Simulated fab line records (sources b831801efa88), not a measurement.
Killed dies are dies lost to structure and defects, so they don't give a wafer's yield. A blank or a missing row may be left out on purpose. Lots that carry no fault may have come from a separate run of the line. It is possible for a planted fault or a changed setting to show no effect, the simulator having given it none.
Chamber matching / flow sfq_line / 3 sister chambers for SFQ_TRILAYER_I7_DEP_PECVD_183 on pecvd-04
The step deposits SiO2 from SiH4/N2O, time 111.11 s, target thk 500 nm. 6 wafers are shown with their chamber, then 7 later ones without.

== WAFERS WITH THEIR CHAMBER ==
wafer=L714.3; chamber=2; throttle_valve_pct (%)=26.4; heater_power_w (W)=96
wafer=L719.1; chamber=1; throttle_valve_pct (%)=24.2; heater_power_w (W)=78
wafer=L719.4; chamber=0; throttle_valve_pct (%)=26.4; heater_power_w (W)=80
wafer=L719.5; chamber=1; throttle_valve_pct (%)=23.9; heater_power_w (W)=80
wafer=L721.2; chamber=0; throttle_valve_pct (%)=26.2; heater_power_w (W)=87
wafer=L721.3; chamber=2; throttle_valve_pct (%)=26.3; heater_power_w (W)=86

== WAFERS WITHOUT THEIR CHAMBER ==
wafer=L721.4; throttle_valve_pct (%)=24.2; heater_power_w (W)=63
wafer=L734.1; throttle_valve_pct (%)=26.5; heater_power_w (W)=86
wafer=L734.4; throttle_valve_pct (%)=27.2; heater_power_w (W)=96
wafer=L734.5; throttle_valve_pct (%)=24.6; heater_power_w (W)=79
wafer=L736.3; throttle_valve_pct (%)=27.2; heater_power_w (W)=87
wafer=L736.4; throttle_valve_pct (%)=26.5; heater_power_w (W)=73
wafer=L736.6; throttle_valve_pct (%)=24.7; heater_power_w (W)=64

== WHICH CHAMBER EACH WENT THROUGH ==
wafer=L721.4; from the rows above=1; in truth=1
wafer=L734.1; from the rows above=can't be placed: 2 or 0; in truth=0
wafer=L734.4; from the rows above=can't be placed: 2 or 0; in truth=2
wafer=L734.5; from the rows above=1; in truth=1
wafer=L736.3; from the rows above=can't be placed: 2 or 0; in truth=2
wafer=L736.4; from the rows above=can't be placed: 0 or 2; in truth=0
wafer=L736.6; from the rows above=1; in truth=1
Correctly placed: 3 of 7. From these rows, 4 cannot be placed; in 4 the true chamber is one of the candidates. Placed wrongly: 0.
How it was worked out, from the rows above alone: a wafer's distance from a chamber is the root of the sum, over the readings, of the square of ((its reading less the chamber's mean) divided by the reading's scatter). If the next closest chamber is less than 2 further off than the closest, the wafer can't be placed; otherwise it belongs to the closest. Each chamber's mean is taken over the wafers shown for it. The scatter is the square root of a quotient: the sum, over the shown wafers, of each reading's squared deviation from its chamber's mean, divided by wafers minus chambers.
